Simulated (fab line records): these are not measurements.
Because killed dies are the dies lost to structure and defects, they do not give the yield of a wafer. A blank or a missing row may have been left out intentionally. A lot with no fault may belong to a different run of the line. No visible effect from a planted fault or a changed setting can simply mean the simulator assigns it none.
Matching of chambers -- flow gf180mcu -- pecvd-04 running GF_MIM_CVD_05: 3 sister chambers
The step deposits Si3N4, target thk 42 nm, time 29.086 s. 3 wafers are shown with their chamber, then 12 later ones without.

WAFERS PAIRED WITH THEIR CHAMBERS
wafer,chamber,heater power w (W)
L092.1,0,533
L092.4,2,570
L092.6,1,637

WAFERS MISSING THEIR CHAMBER
wafer,heater power w (W)
L093.4,537
L093.5,547
L093.6,580
L095.1,641
L095.3,531
L095.6,634
L096.1,528
L096.2,595
L096.3,505
L096.4,539
L096.5,494
L096.6,594

EACH ONE'S CHAMBER
wafer,from the rows above,in truth
L093.4,can't be placed: 0 or 2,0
L093.5,can't be placed: 0 or 2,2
L093.6,2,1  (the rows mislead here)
L095.1,1,1
L095.3,0,0
L095.6,1,1
L096.1,0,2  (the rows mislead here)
L096.2,can't be placed: 2 or 1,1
L096.3,0,0
L096.4,can't be placed: 0 or 2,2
L096.5,0,0
L096.6,can't be placed: 2 or 1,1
Placed correctly: 5 of 12. These rows do not allow placing 5 (true chamber among the candidates in 5). Number placed wrongly: 2.
How it was worked out, from the rows above alone: a wafer's distance from a chamber is the root of the sum, over the readings, of the square of ((its reading less the chamber's mean) divided by the reading's scatter). If the next closest chamber is less than 2 further off than the closest, the wafer can't be placed; otherwise it belongs to the closest. For every chamber, the mean is computed from those of its wafers that are shown. The scatter (one wafer shown for each chamber): square how far every hidden wafer sits from the nearest shown wafer, average those squares and take the square root.
